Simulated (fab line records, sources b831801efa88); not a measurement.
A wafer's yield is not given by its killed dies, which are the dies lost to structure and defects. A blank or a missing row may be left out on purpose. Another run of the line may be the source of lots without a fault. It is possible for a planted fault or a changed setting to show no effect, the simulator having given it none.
Struck lot and sound lot, side by side || flow gf180mcu || 15 out of 602 route steps
Sound: wafers L595.1, L595.3, L595.6. Struck: wafer L603.3 (L603.4, L603.6, from the same lot, were not struck and are left out); the cause is given at the end.
Order at every step that has rows: each side's tool, ch and its chambers, its first start. Under that, the readings that differ: sound wafers || struck wafers || difference of the means || sigmas: that difference in standard deviations of wafers without a fault.
alike: readings with means less than 2 such deviations apart, plus words and numbers identical on both sides. not compared: withheld readings, readings lacking a value on some wafer, bounds such as >300 that could conceal the same value, and numbers that have no deviation in the record and whose values overlap.
A row with sigmas, a row that says differs or no value, or rows on one side alone: a step with any of these is where the two part. Numbers that have no deviation but don't overlap get no sigmas and don't part them. A reading missing from all wafers of one side parts the sides only when that side holds two or more wafers.

GF_V5_ETCH_16: etches BARC in N2/H2.
  sound on rie diel-04 ch 0,1,3, day 28 14:07; struck on rie diel-04 ch 2, day 30 22:48
{"reading": "drypump motor current A (A)", "sound": "6.1 6.0 6.0", "struck": 6.8, "difference": "+0.8", "sigmas": "+2"}
  alike: h2 flow sccm, oes product au, throttle valve pct
then, 1 step without rows for these wafers: GF_V5_ETCH_17 (etches SiO2 in C4F8/O2/Ar, stops on TiN, target depth 855 nm).
GF_V5_STRIP_18: strips in O2/N2.
  sound on plasma asher-01 ch 0,1, day 28 14:17; struck on plasma asher-01 ch 0, day 30 22:59
  alike: drypump motor current A, heater power w, oes product au
  not compared: rf hours counter h
then, 3 steps without rows for these wafers: GF_V5_STRIP_19 (strips in post etch residue remover, time 1200 s); GF_V5_CLEAN_20 (cleans in DIW); GF_V5_SPUTTER_21 (material Ti, target thk 15 nm, time 80.02 s).
GF_V5_SPUTTER_22: material TiN, target thk 10 nm, time 40 s.
  sound on pvd sputter-03, day 28 14:53; struck on pvd sputter-02, day 30 23:33
  alike: throttle valve pct
then, 1 step without rows for these wafers: GF_V5_CVD_23 (deposits W, target thk 350 nm, time 104.9 s).
GF_V5_RS_MEAS_24: a four-point-probe measurement.
  sound on film metro-01, day 28 15:02; struck on film metro-01, day 30 23:44
  alike: V5_W_RS
GF_V5_THK_MEAS_25: measures by xrf.
  sound on film metro-01, day 28 15:09; struck on film metro-01, day 30 23:50
  alike: V5_W_THK
GF_V5_CMP_26: polishes, stops on SiO2, t overpolish 15 s, target thk 0 nm.
  sound on cmp-01 ch 0,3, day 28 15:13; struck on cmp-01 ch 0, day 31 00:06
  alike: edge zone pressure frac, head pressure psi, motor current A, overpolish run s, time to endpoint s
GF_TOP_METAL_SPUTTER_00: material Ti, target thk 37.5 nm, time 150 s.
  sound on pvd sputter-03, day 28 15:31; struck on pvd sputter-01, day 31 00:24
  alike: throttle valve pct
GF_TOP_METAL_SPUTTER_01: material TiN, target thk 30 nm, time 25 s.
  sound on pvd sputter-03, day 28 15:37; struck on pvd sputter-01, day 31 00:30
{"reading": "model.TiN_of_TOP_METAL_SPUTTER_01.thk nm (nm)", "sound": "29.95 29.6 29.56", "struck": 26.2, "difference": -3.5, "sigmas": ""}
  alike: throttle valve pct
then, 1 step without rows for these wafers: GF_TOP_METAL_SPUTTER_02 (material AlCu, target thk 900 nm, time 47.82 s).
GF_PASSIVATION_PROBE_99:
  the record has rows for the struck wafers here (prober-02, day 32 13:53) and none for the sound ones

== WHERE THEY PART ==
Last at GF_PASSIVATION_PROBE_99 as far as this record goes, first at GF_V5_ETCH_16.

WHY: whatever the simulator had introduced
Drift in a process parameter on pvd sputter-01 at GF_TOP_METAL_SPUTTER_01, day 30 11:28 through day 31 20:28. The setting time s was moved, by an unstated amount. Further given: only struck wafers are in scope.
